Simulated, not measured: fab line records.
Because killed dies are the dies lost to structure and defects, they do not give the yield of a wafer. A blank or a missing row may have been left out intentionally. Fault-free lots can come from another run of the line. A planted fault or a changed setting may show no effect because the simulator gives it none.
fab line records	flow gf180mcu
record: lots: 12	wafers: 36	last-day: 34
route steps=602 shown STI@31 VT_IMPLANT@114 HV_LDD@186
lots that met no fault: from a run of the same line without faults
start-h: hours from the record's opening day to when the first of the lot's shown wafers began	wait-h: hours elapsed since this lot's preceding step	" as in the row above	L1.1+2: a single row standing in for several wafers	- no value present, or no start provided	* or withheld: withheld	< > ~ a bound
route shown NAME@n: a module of which the file shows steps, and the number in the route of the first	usual: average and standard deviation across the fault-free wafers	same: alike in all rows	chamber/n: place in a boat	sites: per-site readings	_std_site: the standard deviation of these	_edge_site: outer sites' mean less inner sites'	radius-mm: how far each site lies from the wafer's centre	mask NAME#n: copy n	behind: the last tool/chamber to shape the wafer	hold: why the lot was held/for how many hours/how that ended	device: the n, p or np transistor that did not switch	end of line: tests of these same wafers at the route's end	where a step has no rows: the recipe by itself	killed: the dies lost at the first sort to structure and to defects; this is not the yield of the wafer	map: a wafer's dies, x killed, . not, _ none there
set.NAME: the setting that was run; set.NAME@STEP: the one run at that earlier step	model.NAME: the simulator's own value behind a step, which no gauge read
a sample of lots followed through the steps of the route, with each step as a table and each wafer as a row
services: the hour from which a tool's chamber was out of use, counted from the record's first day as start-h (under 0 if before that day), plus the number of hours and why
== steps ==
step: GF_STI_THK_MEAS_30
recipe: reads: SiO2_of_STI_OXIDATION_29
usual: STI_OXIDATION_02_THK: 10.12/0.17
lot.wafer	tool	chamber	start-h	wait-h	STI_OXIDATION_02_THK[nm]
L903.1	film-metro-03	-	30.45	0.0	10.19
L903.4	"	-	"	"	10.32
L903.6	"	-	"	"	10.24
L906.2	film-metro-03	-	52.11	0.0	10.21
L906.4	"	-	"	"	10.09
L906.5	"	-	"	"	10.19
L907.1	film-metro-03	-	57.57	0.0	10.38
L907.2	"	-	"	"	10.51
L907.3	"	-	"	"	10.22
L909.1	film-metro-02	-	68.71	0.0	10.02
L909.4	"	-	"	"	10.02
L909.5	"	-	"	"	10.21
L911.1	film-metro-02	-	73.77	0.0	10.06
L911.3	"	-	"	"	10.28
L911.5	"	-	"	"	10.23
L912.1	film-metro-04	-	83.65	0.0	10.03
L912.2	"	-	"	"	10.17
L912.4	"	-	"	"	10.33
L913.3	film-metro-03	-	83.67	0.0	10.24
L913.4	"	-	"	"	10.30
L913.5	"	-	"	"	10.14
L918.1	film-metro-04	-	109.00	0.0	10.05
L918.3	"	-	"	"	10.11
L918.4	"	-	"	"	10.06
L919.1	film-metro-03	-	114.67	0.0	9.87
L919.4	"	-	"	"	9.96
L919.6	"	-	"	"	10.00
L920.1	film-metro-03	-	118.53	0.0	10.18
L920.2	"	-	"	"	10.23
L920.3	"	-	"	"	10.25
L922.3	film-metro-02	-	128.66	0.0	10.13
L922.5	"	-	"	"	10.36
L922.6	"	-	"	"	10.20
L926.3	film-metro-02	-	149.66	0.0	10.11
L926.4	"	-	"	"	10.06
L926.6	"	-	"	"	10.09
step: GF_VT_IMPLANT_COAT_24
recipe: resist: NOVOLAK	spin-rpm: 3000	resist-thk-nm: 1000
usual: exhaust-pa: 45.0/0.8	spin-speed-rpm: 2999.9/1.7
lot.wafer	tool	chamber	start-h	wait-h	exhaust-pa	spin-speed-rpm
L903.1	litho-track-04	0	134.53	0.1	44.9	3000.1
L903.4	"	0	"	"	44.0	3000.4
L903.6	"	0	"	"	45.6	3001.3
L906.2	litho-track-03	0	164.04	0.1	45.3	3001.4
L906.4	"	0	"	"	45.4	3001.4
L906.5	"	0	"	"	45.9	3002.4
L907.1	litho-track-04	0	171.23	0.1	45.4	2996.0
L907.2	"	0	"	"	45.3	2999.5
L907.3	"	0	"	"	45.6	3000.2
L909.1	litho-track-02	0	185.50	0.1	44.9	3000.9
L909.4	"	0	"	"	44.3	3002.6
L909.5	"	0	"	"	45.1	3003.1
L911.1	litho-track-02	0	192.20	0.1	44.9	2999.4
L911.3	"	0	"	"	45.0	2993.4
L911.5	"	0	"	"	44.0	3001.8
L913.3	litho-track-02	0	202.25	0.1	44.4	2998.4
L913.4	"	0	"	"	44.7	2998.1
L913.5	"	0	"	"	45.6	3000.4
L912.1	litho-track-04	0	204.38	0.1	44.9	3000.2
L912.2	"	0	"	"	44.2	3000.8
L912.4	"	0	"	"	43.4	3001.9
L918.1	litho-track-02	0	236.30	0.1	44.0	2998.8
L918.3	"	0	"	"	44.4	2999.9
L918.4	"	0	"	"	44.1	3001.8
L919.1	litho-track-02	0	240.45	0.1	44.5	3412.4
L919.4	"	0	"	"	44.1	3412.7
L919.6	"	0	"	"	45.0	3410.0
L920.1	litho-track-02	0	246.70	0.1	44.7	3410.4
L920.2	"	0	"	"	46.9	3409.8
L920.3	"	0	"	"	47.0	3410.4
L922.3	litho-track-03	0	259.36	0.1	45.8	3000.5
L922.5	"	0	"	"	44.9	2997.6
L922.6	"	0	"	"	43.4	2999.2
L926.3	litho-track-03	0	283.96	0.1	45.9	2999.2
L926.4	"	0	"	"	45.0	2998.6
L926.6	"	0	"	"	46.3	3000.2
step: GF_VT_IMPLANT_STRIP_31
recipe: chemistry: O2/N2	power-w: 1400	pressure-mtorr: 1500	platen-temp-c: 250	o2-flow-sccm: 3000	n2-flow-sccm: 300	overash-fraction: 0.5
usual: chamber-pressure-mTorr: 1500.0/1.3	drypump-motor-current-A: 5.5/0.52	heater-power-w: 331/39	n2-flow-sccm: 300.0/0.91	oes-product-au: 0.716/0.0048	platen-temp-c: 249.99/0.18	strip-time-to-endpoint-s: 12.63/0.033
lot.wafer	tool	chamber	start-h	wait-h	chamber-pressure-mTorr	drypump-motor-current-A	heater-power-w	n2-flow-sccm	oes-product-au	platen-temp-c	rf-hours-counter-h	strip-time-to-endpoint-s
L903.1	plasma-asher-03	1	142.89	0.1	1499.6	5.7	307	299.8	0.713	249.96	3	12.62
L903.4	"	0	"	"	1501.3	5.3	302	300.8	0.712	249.95	-	12.65
L903.6	"	0	"	"	1498.9	5.2	305	300.4	0.719	250.01	-	12.59
L906.2	plasma-asher-04	0	172.37	0.1	1499.1	5.2	349	301.4	0.714	249.91	53	12.68
L906.4	"	0	"	"	1500.8	5.1	355	300.7	0.715	250.13	-	12.64
L906.5	"	1	"	"	1501.5	6.4	400	299.1	0.721	249.60	-	12.65
L907.1	plasma-asher-04	1	179.49	0.1	1498.2	6.4	390	298.5	0.713	249.94	54	12.58
L907.2	"	0	"	"	1500.9	5.2	350	301.3	0.719	249.65	54	12.57
L907.3	"	1	"	"	1499.9	6.4	395	300.6	0.717	249.88	-	12.58
L909.1	plasma-asher-01	1	194.00	0.1	1502.2	5.4	283	300.1	0.716	250.15	40	12.64
L909.4	"	1	"	"	1500.9	5.4	282	298.4	0.719	249.92	-	12.58
L909.5	"	1	"	"	1499.7	5.4	287	298.9	0.710	249.97	-	12.63
L911.1	plasma-asher-03	1	200.87	0.1	1499.0	5.7	301	298.9	0.727	250.27	9	12.65
L911.3	"	1	"	"	1501.1	5.7	290	300.8	0.719	250.05	-	12.66
L911.5	"	1	"	"	1501.8	5.7	313	300.3	0.712	249.82	-	12.62
L913.3	plasma-asher-04	1	211.60	0.1	1498.5	6.4	389	300.5	0.712	249.83	-	12.60
L913.4	"	0	"	"	1500.2	5.2	351	300.6	0.710	250.14	-	12.64
L913.5	"	1	"	"	1500.5	6.4	399	299.4	0.709	250.05	-	12.60
L912.1	plasma-asher-04	1	213.30	0.1	1499.9	6.5	397	301.0	0.723	250.17	57	12.64
L912.2	"	0	"	"	1500.3	5.2	355	298.5	0.718	250.04	57	12.62
L912.4	"	0	"	"	1499.2	5.2	357	298.8	0.717	249.80	-	12.63
L918.1	plasma-asher-03	1	245.85	0.1	1498.6	5.7	306	299.6	0.719	249.95	13	12.67
L918.3	"	0	"	"	1498.2	5.3	297	299.9	0.720	250.02	-	12.67
L918.4	"	1	"	"	1501.7	5.7	306	299.9	0.719	250.00	-	12.66
L919.1	plasma-asher-03	0	250.45	0.1	1499.1	5.2	298	300.0	0.708	250.24	14	11.90
L919.4	"	0	"	"	1501.6	5.2	314	300.5	0.708	250.08	-	11.89
L919.6	"	0	"	"	1502.6	5.3	301	298.7	0.717	250.25	-	11.87
L920.1	plasma-asher-04	0	256.39	0.1	1500.3	5.1	359	300.4	0.713	250.27	62	11.90
L920.2	"	1	"	"	1499.7	6.4	398	300.4	0.714	249.81	62	11.87
L920.3	"	0	"	"	1500.4	5.2	359	299.1	0.717	250.40	-	11.83
L922.3	plasma-asher-03	0	270.03	0.1	1499.0	5.2	304	298.9	0.723	250.17	-	12.68
L922.5	"	1	"	"	1502.9	5.7	310	300.1	0.713	249.79	-	12.65
L922.6	"	0	"	"	1500.9	5.3	303	301.3	0.714	250.37	-	12.69
L926.3	plasma-asher-04	0	294.50	0.1	1496.5	5.2	348	300.8	0.723	250.06	-	12.65
L926.4	"	1	"	"	1501.6	6.4	396	299.6	0.710	249.92	-	12.66
L926.6	"	0	"	"	1497.9	5.2	351	299.2	0.720	250.05	-	12.64
step: GF_HV_LDD_STRIP_10
recipe: chemistry: O2/N2	power-w: 1400	pressure-mtorr: 1500	platen-temp-c: 250	o2-flow-sccm: 3000	n2-flow-sccm: 300	overash-fraction: 0.5
usual: chamber-pressure-mTorr: 1500.0/1.3	drypump-motor-current-A: 5.8/0.49	heater-power-w: 328/27	n2-flow-sccm: 300.0/0.91	oes-product-au: 0.716/0.0044	platen-temp-c: 249.98/0.15	strip-time-to-endpoint-s: 12.63/0.033
lot.wafer	tool	chamber	start-h	wait-h	chamber-pressure-mTorr	drypump-motor-current-A	heater-power-w	n2-flow-sccm	oes-product-au	platen-temp-c	rf-hours-counter-h	strip-time-to-endpoint-s
L903.1	plasma-asher-02	0	220.48	0.1	1500.5	5.6	341	300.4	0.719	250.33	55	12.61
L903.4	"	1	"	"	1499.1	6.4	322	300.2	0.714	250.11	-	12.61
L903.6	"	1	"	"	1502.2	6.4	321	298.3	0.718	250.31	-	12.63
L906.2	plasma-asher-03	1	252.42	0.1	1500.3	5.7	305	298.8	0.705	249.90	14	12.60
L906.4	"	1	"	"	1498.3	5.7	308	298.8	0.719	249.97	-	12.61
L906.5	"	0	"	"	1499.8	5.2	303	299.6	0.723	249.73	-	12.64
L907.1	plasma-asher-02	1	258.41	0.1	1502.0	6.5	323	301.9	0.717	249.78	59	12.63
L907.2	"	0	"	"	1500.6	5.6	341	301.8	0.726	249.89	59	12.63
L907.3	"	0	"	"	1498.3	5.6	334	300.4	0.719	249.92	-	12.63
L909.1	plasma-asher-04	1	277.68	0.1	1500.3	6.4	395	300.4	0.710	249.90	64	12.57
L909.4	"	0	"	"	1497.3	5.1	344	299.6	0.715	250.08	-	12.61
L909.5	"	1	"	"	1500.9	6.4	393	300.2	0.718	249.93	-	12.54
L911.1	plasma-asher-04	0	286.42	0.1	1499.5	5.2	351	300.4	0.709	250.06	65	12.59
L911.3	"	0	"	"	1499.4	5.2	357	299.8	0.717	250.12	-	12.62
L911.5	"	0	"	"	1497.3	5.2	357	299.2	0.715	250.42	-	12.59
L913.3	plasma-asher-03	0	295.84	0.1	1499.6	5.2	299	300.2	0.719	249.96	-	12.56
L913.4	"	1	"	"	1500.8	5.7	315	298.5	0.718	249.91	-	12.59
L913.5	"	1	"	"	1500.9	5.7	315	297.5	0.714	249.97	-	12.63
L912.1	plasma-asher-03	0	298.08	0.1	1500.6	5.2	302	300.0	0.718	250.20	19	12.66
L912.2	"	1	"	"	1499.9	5.7	311	300.3	0.722	249.93	19	12.69
L912.4	"	1	"	"	1499.3	5.7	301	299.6	0.714	249.92	-	12.66
L919.1	plasma-asher-04	0	341.87	0.1	1500.8	5.2	354	299.7	0.716	249.95	71	12.66
L919.4	"	0	"	"	1502.3	5.2	352	301.2	0.712	250.10	-	12.69
L919.6	"	0	"	"	1500.3	5.2	356	299.8	0.710	250.21	-	12.72
L918.1	plasma-asher-02	1	342.13	0.1	1498.7	6.4	314	298.4	0.714	250.06	67	12.68
L918.3	"	1	"	"	1498.4	6.4	327	298.6	0.707	249.71	-	12.64
L918.4	"	0	"	"	1500.6	5.6	332	300.9	0.716	250.01	-	12.63
L920.1	plasma-asher-03	0	346.47	0.1	1500.0	5.2	295	301.0	0.717	250.16	25	12.60
L920.2	"	1	"	"	1500.1	5.7	308	300.3	0.720	250.09	25	12.67
L920.3	"	1	"	"	1499.6	5.7	311	300.6	0.718	249.85	-	12.61
L922.3	plasma-asher-03	1	367.86	0.1	1500.0	5.7	304	301.1	0.720	250.17	-	12.63
L922.5	"	1	"	"	1500.1	5.7	299	298.5	0.721	250.10	-	12.58
L922.6	"	0	"	"	1500.9	5.2	311	300.4	0.721	249.96	-	12.59
L926.3	plasma-asher-02	1	393.45	0.1	1499.5	6.5	322	300.8	0.716	249.76	-	12.64
L926.4	"	0	"	"	1501.2	5.6	343	300.1	0.723	249.86	-	12.61
L926.6	"	1	"	"	1500.5	6.5	320	300.3	0.708	249.89	-	12.61
step: GF_HV_LDD_CD_MEAS_46
recipe: target-cd-nm: 400
usual: cd-nm: 400.2/1.8
lot.wafer	tool	chamber	start-h	wait-h	cd-nm
L903.1	cd-sem-02	-	279.58	0.1	401.9
L903.4	"	-	"	"	401.4
L903.6	"	-	"	"	399.4
L906.2	cd-sem-01	-	313.30	0.2	397.9
L906.4	"	-	"	"	399.4
L906.5	"	-	"	"	398.4
L907.1	cd-sem-01	-	319.88	0.1	398.0
L907.2	"	-	"	"	399.4
L907.3	"	-	"	"	401.3
L909.1	cd-sem-01	-	341.35	0.1	401.2
L909.4	"	-	"	"	400.8
L909.5	"	-	"	"	398.1
L911.1	cd-sem-02	-	347.85	0.2	403.7
L911.3	"	-	"	"	402.4
L911.5	"	-	"	"	400.7
L913.3	cd-sem-02	-	359.31	0.1	399.6
L913.4	"	-	"	"	399.8
L913.5	"	-	"	"	399.2
L912.1	cd-sem-01	-	363.77	0.1	400.0
L912.2	"	-	"	"	400.3
L912.4	"	-	"	"	399.2
L919.1	cd-sem-02	-	411.07	0.1	397.3
L919.4	"	-	"	"	397.4
L919.6	"	-	"	"	400.4
L918.1	cd-sem-02	-	412.45	0.1	400.8
L918.3	"	-	"	"	401.0
L918.4	"	-	"	"	399.9
L920.1	cd-sem-01	-	416.66	0.1	400.8
L920.2	"	-	"	"	400.0
L920.3	"	-	"	"	399.6
L922.3	cd-sem-01	-	439.45	0.1	397.9
L922.5	"	-	"	"	398.0
L922.6	"	-	"	"	396.2
L926.3	cd-sem-01	-	466.99	0.1	402.9
L926.4	"	-	"	"	404.7
L926.6	"	-	"	"	402.4
== services ==
tool	chamber	start-h	hours	kind
plasma-asher-03	0	117.75	-	clean
plasma-asher-03	1	117.75	-	clean
litho-track-02	-	127.76	-	consumable-replace:filter
plasma-asher-01	-	134.91	9.1	repair
plasma-asher-03	-	160.04	6.3	repair
plasma-asher-02	-	162.93	11.6	repair
plasma-asher-02	-	283.59	3.6	repair
plasma-asher-01	-	292.13	4.4	repair
== key ==
first-sign: step: GF_VT_IMPLANT_COAT_24	reading: spin-speed-rpm	direction: up	sigmas: 99+	usual: *	struck: *
effect: step: GF_VT_IMPLANT_STRIP_31	reading: strip-time-to-endpoint-s	direction: down	sigmas: 23	usual: *	struck: *
met-at GF_VT_IMPLANT_COAT_24
struck-lots L919,L920
tester-left-out L919,L920
not-acting-at GF_STI_THK_MEAS_30,GF_HV_LDD_STRIP_10,GF_HV_LDD_CD_MEAS_46
onset-between 236.30 240.45
fault: kind: process-parameter-drift	tool: litho-track-02	chamber: -	onset-h: 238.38	steps: GF_VT_IMPLANT_COAT_24	channel: spin-rpm	offset: *	shape: step	end-h: 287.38	acts-in: *	stated: *
tester-left-out: of these lots the tester's yield and bins aren't shown, on N5 and GAA mostly nor the transistor test; their killed dies are dies lost to structure and defects alone, not to doping, threshold or leakage, so they don't give the yield
